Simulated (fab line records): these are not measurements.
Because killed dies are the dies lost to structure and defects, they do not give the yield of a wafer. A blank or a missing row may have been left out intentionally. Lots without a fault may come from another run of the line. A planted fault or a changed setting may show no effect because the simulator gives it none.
A struck lot beside a sound one :: flow sky130 :: 17 out of 708 route steps
Sound: these wafers, L574.1, L574.3, L574.4. Wafers struck: L581.1, L581.2, L581.3. The cause is named last.
Order at every step that has rows: each side's tool, ch and its chambers, its first start. Under that, the readings that differ: sound wafers :: struck wafers :: difference of the means :: sigmas: that difference in standard deviations of wafers without a fault.
alike: words and numbers the same on both sides, and readings whose means are apart by under 2 such deviations; not compared: readings that were withheld, readings missing a value for some wafer, numbers with overlapping values and no deviation given by the record, and bounds like >300 which may hide the same value.
The two part at a step that has a row with sigmas, a row that says differs or no value, or rows on one side only. Non-overlapping numbers with no deviation appear without sigmas and do not part them. A reading that every wafer of one side lacks parts them only if that side has two wafers or more.

first, 1 step without rows for these wafers: SKY_VT_ADJUST_LVTN_IMPLANT_19.
SKY_VT_ADJUST_LVTN_STRIP_20: strips in O2/N2.
  sound on plasma asher-02 ch 0,1, day 11 07:37; struck on plasma asher-03 ch 0,1, day 13 03:46
reading: strip time to endpoint s (s)
sound: 14.13 14.16 14.15
struck: 14.27 14.28 14.29
difference: +0.13
sigmas: +3
  alike: drypump motor current A, oes product au
  not compared: rf hours counter h
SKY_VT_ADJUST_LVTN_TW_MEAS_21:
  sound on film metro-01, day 11 07:43; struck on film metro-03, day 13 03:52
  alike: VT_ADJUST_LVTN_2_TW
then, 7 steps without rows for these wafers: SKY_VT_ADJUST_NCORE_DEHYDRATE_00 (time 60 s); SKY_VT_ADJUST_NCORE_HMDS_01 (prime time 60 s); SKY_VT_ADJUST_NCORE_COAT_02 (resist thk 1140 nm); SKY_VT_ADJUST_NCORE_SOFTBAKE_03 (time 60 s); SKY_VT_ADJUST_NCORE_EXPOSE_04 (exposes mask LVTN COMPLEMENT THIN, target cd 380 nm); SKY_VT_ADJUST_NCORE_PEB_05; SKY_VT_ADJUST_NCORE_DEVELOP_06 (develop time 60 s).
SKY_VT_ADJUST_NCORE_CD_MEAS_07 targets a cd of 380 nm.
  sound on cd sem-02, day 12 07:08; struck on cd sem-01, day 14 05:17
  alike: cd nm
SKY_VT_ADJUST_NCORE_OVL_MEAS_08:
  sound on overlay-01, day 12 07:15; struck on overlay-02, day 14 05:24
  alike: VT_ADJUST_NCORE_OVL
SKY_VT_ADJUST_NCORE_IMPLANT_09:
  sound on implanter-04 ch 0, day 12 07:17; struck on implanter-03 ch 0, day 14 05:26
reading: beam on s (s)
sound: 10.27 9.94 10.61
struck: 12.01 12.45 12.27
difference: +1.97
sigmas: +9

reading: end station pressure torr (Torr)
sound: 4.47e-06 5.29e-06 5.27e-06
struck: 0.00011856 0.00010958 9.474e-05
difference: +0.00010262
sigmas: +99 or more

reading: faraday current uA
sound: 13.17 13.67 12.72
struck: 11.40 10.97 11.12
difference: -2.02
sigmas: -7
SKY_VT_ADJUST_NCORE_STRIP_10: strips in O2/N2.
  sound on plasma asher-02 ch 0,1, day 12 07:26; struck on plasma asher-04 ch 0,1, day 14 05:35
  alike: drypump motor current A, oes product au, strip time to endpoint s
  not compared: rf hours counter h
SKY_VT_ADJUST_NCORE_TW_MEAS_11:
  sound on film metro-04, day 12 07:32; struck on film metro-02, day 14 05:41
reading: VT_ADJUST_NCORE_TW
sound: 221.4 220.3 220.3
struck: 232.6 233.3 233.0
difference: +12.3
sigmas: +9
then, 1 step without rows for these wafers: SKY_VT_ADJUST_HVTR_DEHYDRATE_00 (time 60 s).
-- the record jumps here: 36 days lie between the struck wafers' starts before and after (it left off in module VT_ADJUST_HVTR and takes up again in module PAD_OPEN, whose first step shown is number 708 of the route) --
SKY_PAD_OPEN_PROBE_99:
  sound on prober-01, day 49 02:44; struck on prober-01, day 50 09:08
reading: killed_at_M0_to_M3
sound: 57 49 53
struck: 41 36 40
difference: -14
sigmas: -2

reading: model.etest.nfet_16v.r on ohm um
sound: 1.396e+04 1.392e+04 1.387e+04
struck: 1.515e+04 1.507e+04 1.519e+04
difference: +1.220e+03
sigmas: 

reading: model.etest.pfet_16v.r on ohm um
sound: 1.522e+04 1.542e+04 1.518e+04
struck: 1.475e+04 1.456e+04 1.509e+04
difference: -4.733e+02
sigmas: 

reading: model.etest.pfet g5v0d10v5.r on ohm um
sound: 4775 4792 4781
struck: 4488 4422 4498
difference: -313
sigmas: 

reading: model.etest.tip p.rs ohm sq
sound: 6900 6826 6874
struck: 6686 6629 6594
difference: -230
sigmas: 

reading: model.etest.pfet_01v8.r on ohm um
sound: 2993 2958 2941
struck: 2738 2698 2769
difference: -229
sigmas: 

reading: model.etest.nfet g5v0d10v5.r on ohm um
sound: 1882 1868 1884
struck: 1955 1927 1942
difference: +63
sigmas: 

reading: model.etest.tip_p_5v.rs ohm sq
sound: 2866 2862 2863
struck: 2806 2818 2799
difference: -56
sigmas: 
  alike: killed_at_M4_up, killed at contacts, killed at front end, killed at other, killed dies, killed open, killed short
  not compared: model.etest.res pwell under gate.rs ohm sq

== WHERE THEY PART ==
Earliest at SKY_VT_ADJUST_LVTN_STRIP_20; latest, in this record, at SKY_PAD_OPEN_PROBE_99.

WHY: the cause the simulator had injected
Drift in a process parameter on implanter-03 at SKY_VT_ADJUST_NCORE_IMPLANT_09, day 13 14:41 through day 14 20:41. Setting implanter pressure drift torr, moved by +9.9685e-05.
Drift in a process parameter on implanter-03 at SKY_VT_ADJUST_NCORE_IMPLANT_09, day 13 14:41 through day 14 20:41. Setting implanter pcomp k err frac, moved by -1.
